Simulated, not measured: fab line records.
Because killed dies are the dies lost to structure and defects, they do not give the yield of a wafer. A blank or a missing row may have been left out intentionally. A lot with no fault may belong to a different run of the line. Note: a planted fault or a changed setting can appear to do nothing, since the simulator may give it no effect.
fab line records	flow sky130
record: lots: 12	wafers: 36	lastDay: 50
route steps=708 shown VIA1@478 METAL2@489 PAD_OPEN@708
lots that met no fault: from a run of the same line without faults
startH: the number of hours between the record's first day and the start of the first shown wafer of the lot	waitH: time in hours since the lot's previous step	" repeats the value in the row above	L1.1+2: one row covering several wafers at once	- either no value or no given start	* or withheld: withheld	< > ~ a bound
route shown NAME@n: a module of which the file shows steps, and the number in the route of the first	usual: mean/standard deviation taken from wafers without a fault	same: alike in all rows	chamber/n: place in a boat	sites: per-site readings	_std_site: how widely they spread, as a standard deviation	_edge_site: outer sites' mean less inner sites'	radiusMm: for every site, how far away it sits from the centre of the wafer	mask NAME#n: copy n	behind: the most recent tool/chamber to have shaped the wafer	hold: why the lot went on hold/how many hours it stayed there/how the hold came to an end	device: which transistor (n, p or np) failed to switch	end of line: at the end of the route, the tests of the same wafers	a step given without rows: its recipe and nothing more	killed: dies lost to structure and defects at the first sort, not the wafer's yield	map: per-die view of a wafer (x killed, . not killed, _ where there is no die)
set.NAME: setting as actually run; set.NAME@STEP: the setting as run at that earlier step	model.NAME: the simulator's own value behind a step, which no gauge read
the route's steps for a sample of lots (tables are steps, rows are wafers)
services: from which hour (startH, from the record's first day; less than 0 if before it) a tool's chamber was out of use, for how many hours, and why
== steps ==
step: SKY_VIA1_SPUTTER_20
recipe: material: TiN	targetThkNm: 20	chamberPressurePa: 5	powerW: 4000	timeS: 80
usual: throttleValvePct: 30.2/1.2
lot.wafer	tool	chamber	startH	waitH	throttleValvePct
L646.3	pvdSputter-03	-	787.19	0.0	30.3
L646.4	"	-	"	"	28.8
L646.6	"	-	"	"	28.9
L652.2	pvdSputter-02	-	838.12	0.0	32.7
L652.3	"	-	"	"	31.5
L652.5	"	-	"	"	29.5
L653.2	pvdSputter-02	-	851.19	0.0	31.7
L653.4	"	-	"	"	29.4
L653.5	"	-	"	"	32.8
L654.3	pvdSputter-01	-	852.61	0.0	30.2
L654.4	"	-	"	"	30.1
L654.6	"	-	"	"	29.2
L655.3	pvdSputter-03	-	857.94	0.0	28.9
L655.5	"	-	"	"	28.5
L655.6	"	-	"	"	30.2
L656.2	pvdSputter-03	-	876.06	0.0	30.0
L656.3	"	-	"	"	28.8
L656.6	"	-	"	"	28.9
L657.1	pvdSputter-01	-	876.41	0.0	29.5
L657.5	"	-	"	"	30.4
L657.6	"	-	"	"	31.8
L658.1	pvdSputter-01	-	886.25	0.0	30.6
L658.4	"	-	"	"	30.5
L658.5	"	-	"	"	29.1
L659.2	pvdSputter-03	-	891.23	0.0	29.1
L659.3	"	-	"	"	28.3
L659.6	"	-	"	"	28.7
L660.3	pvdSputter-01	-	893.96	0.0	30.4
L660.5	"	-	"	"	29.1
L660.6	"	-	"	"	30.4
L665.1	pvdSputter-01	-	938.07	0.0	29.8
L665.2	"	-	"	"	31.9
L665.6	"	-	"	"	30.4
L668.1	pvdSputter-01	-	946.48	0.0	29.6
L668.2	"	-	"	"	30.6
L668.3	"	-	"	"	30.0
step: SKY_VIA1_THK_MEAS_23
recipe: thkMeasGauge: xrf	reads: W_of_VIA1_CVD_21
usual: VIA1_W_THK: 265/3.2
lot.wafer	tool	chamber	startH	waitH	VIA1_W_THK[nm]
L646.3	filmMetro-03	-	787.48	0.1	262
L646.4	"	-	"	"	264
L646.6	"	-	"	"	264
L652.2	filmMetro-04	-	838.40	0.1	265
L652.3	"	-	"	"	266
L652.5	"	-	"	"	263
L653.2	filmMetro-02	-	851.47	0.1	263
L653.4	"	-	"	"	265
L653.5	"	-	"	"	267
L654.3	filmMetro-02	-	852.91	0.1	267
L654.4	"	-	"	"	267
L654.6	"	-	"	"	262
L655.3	filmMetro-02	-	858.24	0.1	269
L655.5	"	-	"	"	271
L655.6	"	-	"	"	269
L656.2	filmMetro-04	-	876.35	0.1	263
L656.3	"	-	"	"	262
L656.6	"	-	"	"	259
L657.1	filmMetro-02	-	876.69	0.1	264
L657.5	"	-	"	"	263
L657.6	"	-	"	"	268
L658.1	filmMetro-03	-	886.52	0.1	271
L658.4	"	-	"	"	269
L658.5	"	-	"	"	269
L659.2	filmMetro-03	-	891.51	0.1	267
L659.3	"	-	"	"	269
L659.6	"	-	"	"	267
L660.3	filmMetro-02	-	894.25	0.1	269
L660.5	"	-	"	"	266
L660.6	"	-	"	"	266
L665.1	filmMetro-03	-	938.44	0.1	268
L665.2	"	-	"	"	265
L665.6	"	-	"	"	265
L668.1	filmMetro-02	-	946.75	0.1	264
L668.2	"	-	"	"	262
L668.3	"	-	"	"	263
step: SKY_METAL2_THK_MEAS_06
recipe: thkMeasGauge: xrf	reads: AlCu_of_METAL2_SPUTTER_02
usual: METAL2_ALCU_THK: 243.2/2.6
lot.wafer	tool	chamber	startH	waitH	METAL2_ALCU_THK[nm]
L646.3	filmMetro-04	-	788.12	0.1	245.9
L646.4	"	-	"	"	245.2
L646.6	"	-	"	"	243.6
L652.2	filmMetro-04	-	839.02	0.1	246.6
L652.3	"	-	"	"	244.2
L652.5	"	-	"	"	245.7
L653.2	filmMetro-01	-	852.09	0.1	242.2
L653.4	"	-	"	"	245.4
L653.5	"	-	"	"	242.5
L654.3	filmMetro-04	-	853.53	0.1	241.5
L654.4	"	-	"	"	242.4
L654.6	"	-	"	"	242.0
L655.3	filmMetro-03	-	858.86	0.1	243.6
L655.5	"	-	"	"	243.2
L655.6	"	-	"	"	242.0
L656.2	filmMetro-01	-	876.97	0.1	239.6
L656.3	"	-	"	"	238.9
L656.6	"	-	"	"	240.0
L657.1	filmMetro-04	-	877.31	0.1	244.5
L657.5	"	-	"	"	244.6
L657.6	"	-	"	"	243.4
L658.1	filmMetro-01	-	887.14	0.1	245.4
L658.4	"	-	"	"	242.1
L658.5	"	-	"	"	244.8
L659.2	filmMetro-04	-	892.13	0.1	246.7
L659.3	"	-	"	"	244.9
L659.6	"	-	"	"	243.3
L660.3	filmMetro-01	-	894.87	0.1	240.9
L660.5	"	-	"	"	242.1
L660.6	"	-	"	"	239.6
L665.1	filmMetro-01	-	939.06	0.1	240.5
L665.2	"	-	"	"	244.5
L665.6	"	-	"	"	241.6
L668.1	filmMetro-01	-	947.37	0.1	241.0
L668.2	"	-	"	"	243.1
L668.3	"	-	"	"	240.8
step: SKY_METAL2_EXPOSE_12
recipe: maskId: MM2	na: 0.8	sourceShape: annular	sigmaInner: 0.55	sigmaOuter: 0.85	targetCdNm: 140	doseMj: 28
usual: exposureDoseMJCm2: 27.932/0.029	reticleTempC: 23.02/0.11
lot.wafer	tool	chamber	startH	waitH	mask	exposureDoseMJCm2	reticleTempC
L646.3	krfScanner-02	0	801.28	-	MM2#0	27.897	23.23
L646.4	"	0	"	"	MM2#0	27.914	23.13
L646.6	"	0	"	"	MM2#0	27.900	22.99
L652.2	krfScanner-02	0	852.60	-	MM2#0	27.981	22.87
L652.3	"	0	"	"	MM2#0	27.980	23.00
L652.5	"	0	"	"	MM2#0	27.951	22.85
L653.2	krfScanner-02	0	864.82	-	MM2#0	27.969	23.07
L653.4	"	0	"	"	MM2#0	27.932	23.07
L653.5	"	0	"	"	MM2#0	27.944	22.96
L654.3	krfScanner-02	0	865.99	-	MM2#0	27.925	22.94
L654.4	"	0	"	"	MM2#0	27.989	23.10
L654.6	"	0	"	"	MM2#0	27.912	22.97
L655.3	krfScanner-02	0	871.99	-	MM2#0	27.939	22.99
L655.5	"	0	"	"	MM2#0	27.928	23.06
L655.6	"	0	"	"	MM2#0	27.914	23.05
L656.2	krfScanner-01	0	889.94	-	MM2#0	27.969	22.86
L656.3	"	0	"	"	MM2#0	27.955	23.05
L656.6	"	0	"	"	MM2#0	27.984	22.80
L657.1	krfScanner-02	0	890.72	-	MM2#0	26.859	22.93
L657.5	"	0	"	"	MM2#0	26.863	22.95
L657.6	"	0	"	"	MM2#0	26.837	22.97
L658.1	krfScanner-02	0	899.89	-	MM2#0	26.815	23.04
L658.4	"	0	"	"	MM2#0	26.835	22.91
L658.5	"	0	"	"	MM2#0	26.807	23.13
L659.2	krfScanner-02	0	905.10	-	MM2#0	27.040	22.86
L659.3	"	0	"	"	MM2#0	27.083	23.00
L659.6	"	0	"	"	MM2#0	27.051	22.99
L660.3	krfScanner-02	0	907.98	-	MM2#0	27.041	23.00
L660.5	"	0	"	"	MM2#0	27.050	23.02
L660.6	"	0	"	"	MM2#0	27.056	22.76
L665.1	krfScanner-01	0	951.19	-	MM2#0	27.886	22.92
L665.2	"	0	"	"	MM2#0	27.928	23.01
L665.6	"	0	"	"	MM2#0	27.963	23.23
L668.1	krfScanner-01	0	959.93	-	MM2#0	27.940	22.93
L668.2	"	0	"	"	MM2#0	27.920	22.84
L668.3	"	0	"	"	MM2#0	27.924	23.08
step: SKY_METAL2_CD_MEAS_15
recipe: targetCdNm: 140
usual: cdNm: 140.0/1.6
lot.wafer	tool	chamber	startH	waitH	cdNm
L646.3	cdSem-01	-	813.78	-	139.8
L646.4	"	-	"	"	140.1
L646.6	"	-	"	"	140.3
L652.2	cdSem-02	-	865.00	-	137.6
L652.3	"	-	"	"	138.5
L652.5	"	-	"	"	138.1
L653.2	cdSem-02	-	877.66	-	138.4
L653.4	"	-	"	"	140.7
L653.5	"	-	"	"	139.4
L654.3	cdSem-02	-	878.93	-	139.7
L654.4	"	-	"	"	139.0
L654.6	"	-	"	"	140.2
L655.3	cdSem-02	-	885.07	-	136.7
L655.5	"	-	"	"	137.4
L655.6	"	-	"	"	138.0
L656.2	cdSem-02	-	902.61	-	141.2
L656.3	"	-	"	"	140.3
L656.6	"	-	"	"	141.3
L657.1	cdSem-02	-	903.13	-	144.1
L657.5	"	-	"	"	146.9
L657.6	"	-	"	"	145.2
L658.1	cdSem-02	-	912.50	-	148.8
L658.4	"	-	"	"	150.2
L658.5	"	-	"	"	146.7
L659.2	cdSem-01	-	916.30	-	145.1
L659.3	"	-	"	"	146.1
L659.6	"	-	"	"	145.6
L660.3	cdSem-01	-	919.73	-	147.8
L660.5	"	-	"	"	149.8
L660.6	"	-	"	"	146.6
L665.1	cdSem-02	-	963.35	-	139.9
L665.2	"	-	"	"	139.5
L665.6	"	-	"	"	140.4
L668.1	cdSem-02	-	971.60	-	139.4
L668.2	"	-	"	"	140.5
L668.3	"	-	"	"	139.6
step: SKY_PAD_OPEN_PROBE_99
usual: defectLimitedYield: 82.2/1.9	killed_at_M0_to_M3: 44/6.6	killed_at_M4_up: 3.4/1.9	killedAtContacts: 25/5.6	killedAtFrontEnd: 15/4.6	killedAtOther: 0.3/0.6	killedDies: 88/9.5	killedOpen: 47/7.1	killedShort: 40/6.4	sort_bin_3_pad_short: 1.0/0.47	sort_bin_5_function: 10.4/1.4	sort_bin_6_memory: 6.4/1.1	sortNPass: 404/9.5	sortYieldPct: 82.2/1.9
same: grossDies: 492	killedAtBackSide: 0	sort_bin_4_leakage[%]: 0	sort_bin_8_speed[%]: 0
lot.wafer	tool	chamber	startH	waitH	defectLimitedYield[%]	killed_at_M0_to_M3	killed_at_M4_up	killedAtContacts	killedAtFrontEnd	killedAtOther	killedDies	killedOpen	killedShort	sort_bin_3_pad_short[%]	sort_bin_5_function[%]	sort_bin_6_memory[%]	sortNPass	sortYieldPct[%]
L653.2	prober-01	-	1119.63	0.1	83.5	33	4	27	15	2	81	40	40	0.8	11.2	4.5	411	83.5
L653.4	prober-01	-	1119.73	0.2	84.1	37	4	27	9	1	78	39	39	1.0	8.5	6.3	414	84.1
L653.5	prober-01	-	1119.78	0.2	84.1	49	1	17	11	0	78	39	39	0.6	9.6	5.7	414	84.1
L657.1	prober-01	-	1139.53	0.1	78.5	56	7	24	19	0	106	58	48	0.6	13.6	7.3	386	78.5
L657.5	prober-01	-	1139.73	0.2	85.2	31	2	24	15	1	73	43	30	1.4	8.3	5.1	419	85.2
L658.1	prober-02	-	1148.82	0.1	81.5	51	6	18	16	0	91	54	37	0.8	11.8	5.9	401	81.5
L658.4	prober-02	-	1148.97	0.2	80.5	42	3	29	22	0	96	49	46	1.0	11.2	7.3	396	80.5
L660.3	prober-02	-	1152.12	0.2	81.1	50	3	29	11	0	93	48	45	2.2	10.6	6.1	399	81.1
L660.5	prober-02	-	1152.22	0.2	85.6	38	1	18	13	1	71	41	30	0.4	8.5	5.5	421	85.6
L660.6	prober-02	-	1152.27	0.2	83.1	50	1	23	9	0	83	42	41	0.8	9.3	6.7	409	83.1
killed by level:class
L653.2 LI_CONTACT:geometricParticle:open=8 CONTACT:geometricParticle:short=8 VIA1:geometricParticle:open=7 METAL3:geometricParticle:short=5 POLY_GATE:geometricParticle:short=4 VIA2:geometricParticle:open=4 LI_CONTACT:geometricParticle:short=4 FIELD_ISO:geometricParticle:open=3
L653.4 METAL1:geometricParticle:short=8 LOCAL_INTERCONNECT:geometricParticle:short=7 VIA3:geometricParticle:open=7 VIA1:geometricParticle:open=6 VIA2:geometricParticle:open=5 LI_CONTACT:geometricParticle:open=5 CONTACT:geometricParticle:open=5 CONTACT:geometricParticle:short=5
L653.5 VIA1:geometricParticle:open=9 VIA1:geometricParticle:short=8 METAL1:geometricParticle:short=7 CONTACT:geometricParticle:open=6 VIA3:geometricParticle:open=6 FIELD_ISO:geometricParticle:open=5 CONTACT:geometricParticle:short=5 VIA2:geometricParticle:open=4
L657.1 VIA3:geometricParticle:open=13 VIA1:geometricParticle:open=12 CONTACT:geometricParticle:open=10 VIA2:geometricParticle:short=7 FIELD_ISO:geometricParticle:short=6 POLY_GATE:geometricParticle:short=6 LI_CONTACT:geometricParticle:open=6 METAL1:geometricParticle:short=5
L657.5 CONTACT:geometricParticle:open=12 VIA1:geometricParticle:open=9 POLY_GATE:geometricParticle:open=7 LI_CONTACT:geometricParticle:open=6 METAL2:geometricParticle:short=6 VIA1:geometricParticle:short=5 METAL1:geometricParticle:short=4 CONTACT:geometricParticle:short=4
L658.1 VIA1:geometricParticle:open=13 CONTACT:geometricParticle:open=10 VIA2:geometricParticle:open=8 METAL1:geometricParticle:short=7 VIA1:geometricParticle:short=5 METAL2:geometricParticle:short=5 FIELD_ISO:geometricParticle:short=4 POLY_GATE:geometricParticle:open=4
L658.4 CONTACT:geometricParticle:open=10 FIELD_ISO:geometricParticle:short=9 LI_CONTACT:geometricParticle:open=9 VIA2:geometricParticle:open=8 CONTACT:geometricParticle:short=7 VIA1:geometricParticle:open=6 FIELD_ISO:geometricParticle:open=5 VIA1:geometricParticle:short=5
L660.3 VIA1:geometricParticle:open=10 LI_CONTACT:geometricParticle:open=9 METAL1:geometricParticle:short=8 CONTACT:geometricParticle:open=7 VIA3:geometricParticle:open=7 VIA1:geometricParticle:short=6 VIA3:geometricParticle:short=5 POLY_GATE:geometricParticle:open=4
L660.5 VIA1:geometricParticle:open=10 LI_CONTACT:geometricParticle:open=6 CONTACT:geometricParticle:open=6 VIA3:geometricParticle:open=6 METAL2:geometricParticle:short=5 VIA2:geometricParticle:open=5 LOCAL_INTERCONNECT:geometricParticle:short=4 VIA1:geometricParticle:short=4
L660.6 METAL1:geometricParticle:short=11 CONTACT:geometricParticle:open=8 VIA1:geometricParticle:short=7 LI_CONTACT:geometricParticle:open=6 VIA2:geometricParticle:open=6 VIA1:geometricParticle:open=5 VIA2:geometricParticle:short=5 VIA3:geometricParticle:open=5
== services ==
tool	chamber	startH	hours	kind
pvdSputter-02	-	776.67	4.0	repair
krfScanner-01	-	779.57	7.2	pm
pvdSputter-02	1	803.47	-	consumableReplace:kit
pvdSputter-02	1	803.47	18.0	scheduledDown
pvdSputter-02	1	803.47	18.0	ventCycle
krfScanner-01	0	805.35	-	calibration
krfScanner-02	-	818.75	1.4	repair
krfScanner-01	-	821.92	1.0	pm
krfScanner-02	-	827.43	0.8	pm
pvdSputter-03	-	832.97	0.5	repair
krfScanner-01	-	838.45	3.6	pm
krfScanner-02	-	858.41	3.6	pm
krfScanner-02	-	862.19	0.1	repair
krfScanner-02	-	869.02	1.3	pm
krfScanner-02	-	887.72	1.0	pm
pvdSputter-02	-	894.16	0.6	repair
krfScanner-01	-	894.66	1.3	pm
krfScanner-01	-	898.28	0.8	pm
pvdSputter-01	-	898.87	9.4	repair
pvdSputter-03	-	900.35	0.5	repair
krfScanner-02	0	914.46	-	calibration
pvdSputter-01	0	917.28	-	consumableReplace:kit
pvdSputter-01	0	917.28	18.0	scheduledDown
pvdSputter-01	0	917.28	18.0	ventCycle
== key ==
firstSign: step: SKY_METAL2_EXPOSE_12	reading: exposureDoseMJCm2	direction: down	sigmas: 34	usual: *	struck: *
effect: step: SKY_METAL2_CD_MEAS_15	reading: cdNm	direction: up	sigmas: 4.3	usual: 140.0	struck: 146.9	through: controlLoop
metAt SKY_METAL2_EXPOSE_12
struckLots L657,L658,L659,L660
loopTrim: step: SKY_METAL2_EXPOSE_12	setting: dose	lots: L659,L660
notActingAt SKY_VIA1_SPUTTER_20,SKY_VIA1_THK_MEAS_23,SKY_METAL2_THK_MEAS_06
onsetBetween 871.99 890.72
fault: kind: processParameterDrift	tool: krfScanner-02	chamber: -	onsetH: 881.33	steps: SKY_METAL2_EXPOSE_12	channel: doseMj	offset: -1.0775	shape: step	actsIn: theseRecipesOnly	stated: 28
loopTrim: a control loop set the setting to another value than it would have without faults
